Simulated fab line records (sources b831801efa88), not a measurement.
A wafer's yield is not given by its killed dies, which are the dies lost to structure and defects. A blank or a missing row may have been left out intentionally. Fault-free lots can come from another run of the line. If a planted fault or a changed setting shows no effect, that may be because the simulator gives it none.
Matching of chambers | flow sfq line | rie diel-02 running SFQ_TRILAYER_L0_VIA_ETCH_VIA_ETCH_016: 4 sister chambers
The step etches SiO2 in CHF3, stops on MoNx KI, target depth 80 nm. 14 wafers are shown with their chamber, then 7 later ones without.

== EACH WAFER AND ITS CHAMBER ==
wafer  | chamber | drypump motor current A (A) | bias w (W) | oes product au (a.u.)
L727.1 | 2       | 5.3                         | 79.86      | 0.835
L727.4 | 1       | 5.7                         | 79.68      | 0.842
L727.6 | 2       | 5.3                         | 80.10      | 0.861
L728.1 | 3       | 6.1                         | 79.97      | 0.838
L728.2 | 1       | 5.7                         | 80.02      | 0.845
L728.4 | 2       | 5.2                         | 79.42      | 0.838
L730.3 | 0       | 4.8                         | 79.61      | 0.847
L730.4 | 1       | 5.7                         | 79.98      | 0.862
L730.5 | 0       | 4.8                         | 79.73      | 0.861
L732.2 | 3       | 6.2                         | 80.22      | 0.846
L732.3 | 1       | 5.7                         | 79.71      | 0.845
L732.5 | 0       | 4.8                         | 79.98      | 0.851
L733.3 | 0       | 4.8                         | 79.80      | 0.828
L733.4 | 1       | 5.7                         | 80.22      | 0.849

SIGNATURES (averages over the wafers above)
reading                 | chamber 0 | chamber 1 | chamber 2 | chamber 3 | scatter within a chamber
drypump motor current A | 4.800     | 5.700     | 5.267     | 6.150     | 0.0342
bias w                  | 79.7800   | 79.9220   | 79.7933   | 80.0950   | 0.234
oes product au          | 0.84675   | 0.84860   | 0.84467   | 0.84200   | 0.0112
Rule: a wafer lies at a distance from a chamber equal to the root of the sum of squares, over the readings, of (its reading less the chamber's mean, divided by the reading's scatter). If the next closest chamber is less than 2 further off than the closest, the wafer can't be placed; otherwise it belongs to the closest. The scatter is the square root of a quotient: the sum, over the shown wafers, of each reading's squared deviation from its chamber's mean, divided by wafers minus chambers.

== WAFERS WHOSE CHAMBER IS MISSING ==
wafer  | drypump motor current A (A) | bias w (W) | oes product au (a.u.)
L733.6 | 4.8                         | 79.85      | 0.834
L736.1 | 5.7                         | 79.57      | 0.836
L736.6 | 6.2                         | 80.17      | 0.853
L740.4 | 5.7                         | 80.35      | 0.845
L746.2 | 4.8                         | 79.80      | 0.850
L746.3 | 5.2                         | 80.27      | 0.847
L746.5 | 6.2                         | 79.66      | 0.854

== EACH ONE'S CHAMBER ==
wafer  | from the rows above | in truth
L733.6 | 0                   | 0
L736.1 | 1                   | 1
L736.6 | 3                   | 3
L740.4 | 1                   | 1
L746.2 | 0                   | 0
L746.3 | 2                   | 2
L746.5 | 3                   | 3
7 of 7 placed correctly. Left unplaced by these rows: 0. 0 placed wrongly.
